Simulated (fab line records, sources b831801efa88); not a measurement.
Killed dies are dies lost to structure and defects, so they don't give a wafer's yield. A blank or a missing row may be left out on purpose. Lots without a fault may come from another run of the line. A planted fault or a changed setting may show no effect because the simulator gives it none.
Chamber matching | flow gf180mcu | GF_V5_CVD_02 on pecvd-04: 3 sister chambers
The step deposits SiO2 from TEOS, target thk 1450 nm, time 163.28 s. 3 wafers are shown with their chamber, then 7 later ones without.

WAFERS WITH THEIR CHAMBER
wafer  | chamber | heater_power_w (W)
L080.4 | 2       | 530
L085.1 | 1       | 800
L085.3 | 0       | 680

WAFERS WITHOUT THEIR CHAMBER
wafer  | heater_power_w (W)
L085.6 | 680
L086.1 | 546
L086.4 | 639
L086.5 | 549
L091.1 | 829
L091.2 | 648
L091.3 | 636

WHICH CHAMBER EACH WENT THROUGH
wafer  | from the rows above | in truth
L085.6 | 0                   | 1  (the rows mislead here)
L086.1 | 2                   | 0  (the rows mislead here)
L086.4 | 0                   | 0
L086.5 | 2                   | 2
L091.1 | 1                   | 1
L091.2 | 0                   | 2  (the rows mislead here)
L091.3 | 0                   | 0
Placed correctly: 4 of 7. Can't be placed from these rows: 0. Placed wrongly: 3.
How it was worked out, from the rows above alone: a wafer's distance from a chamber is the root of the sum, over the readings, of the square of ((its reading less the chamber's mean) divided by the reading's scatter). The wafer belongs to the nearest chamber; if the next one is less than 2 further off, it can't be placed. A chamber's mean is the mean of its shown wafers. The scatter: with one shown wafer a chamber, the root of the mean of the squares of how far each hidden wafer lies from its nearest shown one.
